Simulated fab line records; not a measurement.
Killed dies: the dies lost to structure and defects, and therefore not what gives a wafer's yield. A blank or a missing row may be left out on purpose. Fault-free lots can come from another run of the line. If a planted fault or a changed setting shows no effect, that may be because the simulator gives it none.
Matching of chambers / flow gf180mcu / pecvd-03 running GF_V1_CVD_02: 3 sister chambers
The step deposits SiO2 from TEOS, target thk 850 nm, time 94.851 s. 14 wafers are shown with their chamber, then 7 later ones without.

## WAFERS PAIRED WITH THEIR CHAMBERS
wafer=L480.1; chamber=2; heaterPowerW (W)=773
wafer=L480.2; chamber=1; heaterPowerW (W)=537
wafer=L480.6; chamber=2; heaterPowerW (W)=816
wafer=L486.3; chamber=0; heaterPowerW (W)=608
wafer=L486.4; chamber=0; heaterPowerW (W)=637
wafer=L486.5; chamber=1; heaterPowerW (W)=490
wafer=L488.1; chamber=2; heaterPowerW (W)=786
wafer=L488.3; chamber=0; heaterPowerW (W)=679
wafer=L488.6; chamber=2; heaterPowerW (W)=806
wafer=L493.1; chamber=2; heaterPowerW (W)=772
wafer=L493.3; chamber=1; heaterPowerW (W)=490
wafer=L493.5; chamber=1; heaterPowerW (W)=528
wafer=L494.1; chamber=1; heaterPowerW (W)=547
wafer=L494.3; chamber=0; heaterPowerW (W)=643

SIGNATURES, as means of the wafers listed above
reading=heaterPowerW; chamber 0=641.75; chamber 1=518.40; chamber 2=790.60; scatter within a chamber=25.2
Rule: a wafer lies at a distance from a chamber equal to the root of the sum of squares, over the readings, of (its reading less the chamber's mean, divided by the reading's scatter). The wafer belongs to the nearest chamber; if the next one is less than 2 further off, it can't be placed. The scatter: the root of (the sum of the squares of (reading less its chamber's mean) over the shown wafers, divided by (wafers less chambers)).

## WAFERS MISSING THEIR CHAMBER
wafer=L494.6; heaterPowerW (W)=692
wafer=L497.1; heaterPowerW (W)=720
wafer=L497.2; heaterPowerW (W)=551
wafer=L497.6; heaterPowerW (W)=690
wafer=L499.1; heaterPowerW (W)=600
wafer=L499.3; heaterPowerW (W)=505
wafer=L499.5; heaterPowerW (W)=524

## WHICH CHAMBER EACH ONE RAN IN
wafer=L494.6; from the rows above=can't be placed: 0 or 2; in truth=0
wafer=L497.1; from the rows above=can't be placed: 2 or 0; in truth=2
wafer=L497.2; from the rows above=1; in truth=1
wafer=L497.6; from the rows above=0; in truth=0
wafer=L499.1; from the rows above=can't be placed: 0 or 1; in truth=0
wafer=L499.3; from the rows above=1; in truth=1
wafer=L499.5; from the rows above=1; in truth=1
4 of 7 placed correctly. From these rows, 3 cannot be placed; in 3 the true chamber is one of the candidates. Number placed wrongly: 0.
